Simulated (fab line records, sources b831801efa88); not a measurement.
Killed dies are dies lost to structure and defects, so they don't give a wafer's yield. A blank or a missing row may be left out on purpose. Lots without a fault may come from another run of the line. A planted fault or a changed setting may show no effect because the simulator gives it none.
A struck lot beside a sound one | flow gf180mcu | 16 steps out of a route of 602
Sound: wafers L963.2, L963.3, L963.4. Struck: wafers L974.1, L974.4, L974.5. The cause comes at the end.
At each step with rows: each side's tool, then ch and its chambers, then its first start. Under that, the readings that differ: sound wafers | struck wafers | difference of the means | sigmas: that difference in standard deviations of wafers without a fault.
alike: readings whose means differ by less than 2 such deviations, and words and numbers that are the same on both sides. not compared: withheld readings, readings that some wafer has no value for, bounds like >300 that may hide the same value, and numbers for which the record gives no deviation and whose values overlap.
The two part at a step that has a row with sigmas, a row that says differs or no value, or rows on one side only. Numbers that don't overlap but have no deviation are shown without sigmas and don't part them. A reading that every wafer of one side lacks parts them only if that side has two wafers or more.

GF_M3_SPUTTER_04: material TiN, target thk 50 nm, time 41.7 s.
  sound on pvd_sputter-02, day 22 14:44; struck on pvd_sputter-02, day 26 06:56
  alike: throttle_valve_pct
GF_M3_RS_MEAS_05: measures by four-point-probe.
  sound on film_metro-04, day 22 14:48; struck on film_metro-04, day 26 06:59
  alike: M3_ALCU_RS
GF_M3_THK_MEAS_06: measures by xrf.
  sound on film_metro-04, day 22 14:55; struck on film_metro-04, day 26 07:07
  alike: M3_ALCU_THK
then, 7 steps without rows for these wafers: GF_M3_DEHYDRATE_07 (time 60 s); GF_M3_HMDS_08 (prime time 60 s); GF_M3_COAT_09 (resist thk 1000 nm); GF_M3_SOFTBAKE_10 (time 60 s); GF_M3_EXPOSE_11 (exposes mask Metal3, target cd 280 nm); GF_M3_PEB_12 (peb time 90 s); GF_M3_DEVELOP_13 (develop time 60 s).
GF_M3_CD_MEAS_14: target cd 280 nm.
  sound on cd_sem-02, day 23 14:14; struck on cd_sem-01, day 27 03:38
  alike: cd_nm
GF_M3_OVL_MEAS_15:
  sound on overlay-02, day 23 14:20; struck on overlay-02, day 27 03:46
  alike: M3_OVL
GF_M3_METAL_ETCH_16: etches the open film in Cl2/BCl3, stops on SiO2, target depth 627.5 nm, time 104.6 s.
  sound on rie_metal-01 ch 1, day 23 14:25; struck on rie_metal-03 ch 1, day 27 03:47
  reading                             | sound             | struck            | difference | sigmas
  bias_w (W)                          | 140.2 141.1 141.7 | 177.0 177.6 177.3 | +36.3      | +83
  drypump_motor_current_A (A)         | 6.1 6.1 6.0       | 4.8 4.8 4.8       | -1.3       | -2
  model.KrF_of_M3_COAT_09.thk_nm (nm) | 734.3 734.6 734.2 | 712.7 714.7 711.2 | -21.5      |
  alike: oes_product_au, throttle_valve_pct
  not compared: rf_hours_counter_h
GF_M3_STRIP_17: strips in O2/N2.
  sound on plasma_asher-04 ch 0,1, day 23 14:35; struck on plasma_asher-04 ch 0,1, day 27 03:55
  reading                      | sound             | struck            | difference | sigmas
  oes_product_au (a.u.)        | 0.562 0.558 0.560 | 0.544 0.552 0.550 | -0.011     | -2
  strip_time_to_endpoint_s (s) | 7.87 7.88 7.88    | 7.65 7.68 7.64    | -0.22      | -5
  alike: drypump_motor_current_A, heater_power_w
  not compared: rf_hours_counter_h
then, 1 step without rows for these wafers: GF_M3_STRIP_18 (strips in post etch residue remover, time 1200 s).
-- the record jumps here: 7 days lie between the struck wafers' starts before and after (it left off in module M3 and takes up again in module PASSIVATION, whose first step shown is number 602 of the route) --
GF_PASSIVATION_PROBE_99:
  the record has rows for the struck wafers here (prober-01, day 33 17:43) and none for the sound ones

WHERE THEY PART
First at GF_M3_METAL_ETCH_16; last, within this record, at GF_PASSIVATION_PROBE_99.

WHY: what the simulator had put in
Process parameter drift: rie_metal-03, from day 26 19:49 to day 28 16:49, at GF_M3_METAL_ETCH_16. Setting bias_w, moved by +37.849, from 140. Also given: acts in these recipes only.
